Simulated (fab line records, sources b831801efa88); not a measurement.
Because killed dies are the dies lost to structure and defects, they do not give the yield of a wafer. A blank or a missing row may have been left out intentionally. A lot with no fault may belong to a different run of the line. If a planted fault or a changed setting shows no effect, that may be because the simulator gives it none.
Which of the tools did it? || flow gf180mcu || 39 wafers from 13 lots sampled at 2 of the route's 602 steps

## WHAT THE GAUGES SHOWED, per wafer
GF_M3_CD_MEAS_14: target cd 280 nm.
{"lot": "L283", "measured": "day 21 16:55", "on": "cd sem-02", "cd nm (nm)": "278.9 279.0 280.5"}
{"lot": "L284", "measured": "day 21 20:34", "on": "cd sem-02", "cd nm (nm)": "280.0 276.9 278.3"}
{"lot": "L286", "measured": "day 23 01:20", "on": "cd sem-02", "cd nm (nm)": "280.3 279.3 280.2"}
{"lot": "L288", "measured": "day 23 11:25", "on": "cd sem-01", "cd nm (nm)": "279.8 279.5 278.9"}
{"lot": "L289", "measured": "day 23 21:52", "on": "cd sem-02", "cd nm (nm)": "279.5 279.7 279.5"}
{"lot": "L290", "measured": "day 24 09:04", "on": "cd sem-02", "cd nm (nm)": "281.7 279.6 281.5"}
{"lot": "L292", "measured": "day 25 05:08", "on": "cd sem-02", "cd nm (nm)": "278.5 277.8 277.5"}
{"lot": "L296", "measured": "day 26 06:50", "on": "cd sem-01", "cd nm (nm)": "279.2 278.8 278.9"}
{"lot": "L300", "measured": "day 27 12:34", "on": "cd sem-02", "cd nm (nm)": "278.5 279.5 277.2"}
{"lot": "L301", "measured": "day 27 16:41", "on": "cd sem-02", "cd nm (nm)": "278.6 278.2 279.5"}
{"lot": "L302", "measured": "day 28 00:19", "on": "cd sem-02", "cd nm (nm)": "279.5 279.5 278.6"}
{"lot": "L303", "measured": "day 28 06:02", "on": "cd sem-02", "cd nm (nm)": "281.4 281.1 281.5"}
{"lot": "L305", "measured": "day 28 18:53", "on": "cd sem-02", "cd nm (nm)": "283.0 282.4 283.6"}

GF_V3_THK_MEAS_01.
{"lot": "L283", "measured": "day 21 17:49", "on": "film metro-01", "V3_CVD_00_THK (nm)": "595 601 589"}
{"lot": "L284", "measured": "day 21 21:27", "on": "film metro-02", "V3_CVD_00_THK (nm)": "601 589 590"}
{"lot": "L286", "measured": "day 23 02:13", "on": "film metro-04", "V3_CVD_00_THK (nm)": "602 606 599"}
{"lot": "L288", "measured": "day 23 12:25", "on": "film metro-01", "V3_CVD_00_THK (nm)": "601 597 603"}
{"lot": "L289", "measured": "day 23 22:51", "on": "film metro-01", "V3_CVD_00_THK (nm)": "603 604 606"}
{"lot": "L290", "measured": "day 24 10:01", "on": "film metro-04", "V3_CVD_00_THK (nm)": "601 601 602"}
{"lot": "L292", "measured": "day 25 06:00", "on": "film metro-01", "V3_CVD_00_THK (nm)": "602 600 601"}
{"lot": "L296", "measured": "day 26 07:43", "on": "film metro-01", "V3_CVD_00_THK (nm)": "588 594 585"}
{"lot": "L300", "measured": "day 27 13:33", "on": "film metro-02", "V3_CVD_00_THK (nm)": "595 594 602"}
{"lot": "L301", "measured": "day 27 17:40", "on": "film metro-04", "V3_CVD_00_THK (nm)": "604 604 606"}
{"lot": "L302", "measured": "day 28 01:19", "on": "film metro-04", "V3_CVD_00_THK (nm)": "599 600 602"}
{"lot": "L303", "measured": "day 28 06:54", "on": "film metro-02", "V3_CVD_00_THK (nm)": "601 589 594"}
{"lot": "L305", "measured": "day 28 19:44", "on": "film metro-04", "V3_CVD_00_THK (nm)": "593 604 594"}

## TOOL THAT RAN EACH LOT (tool first, then ch and the chambers of the sampled wafers, then the start)
The record holds no process step before these readings.

## WHAT THE TOOLS THEMSELVES READ (means of the sampled wafers that have a number; where no wafer has one, the mark that the record gives instead)
The record holds no such reading with a usual standard deviation.

## THE ANSWER, worked out from the rows above alone
Rule: the lots themselves supply what counts as usual. Put in order of their means at a reading, lots are off if they are a third of the lots or fewer, leave a main group of 4 or more, and stand apart from it by a gap of 3 or more times the standard deviation of the main group's means; of several such gaps the widest counts. If all means in a main group match to the digits the tables above print for the reading, that group is not used. Also off: a lot with no number at a reading for which 4 or more lots have one. Where the step has rows for the other lots, those lots are counted as sound. The gauges are gone through in route order, then the tools' own readings, and for those a lot's mean is taken as printed above. At the first step where some lot is off, the reading lying furthest off is the one used; lots without a number count as furthest.
Across all readings shown, no lot is off: no conclusion can be drawn from this.

## WHAT THE SIMULATOR HAD PUT IN
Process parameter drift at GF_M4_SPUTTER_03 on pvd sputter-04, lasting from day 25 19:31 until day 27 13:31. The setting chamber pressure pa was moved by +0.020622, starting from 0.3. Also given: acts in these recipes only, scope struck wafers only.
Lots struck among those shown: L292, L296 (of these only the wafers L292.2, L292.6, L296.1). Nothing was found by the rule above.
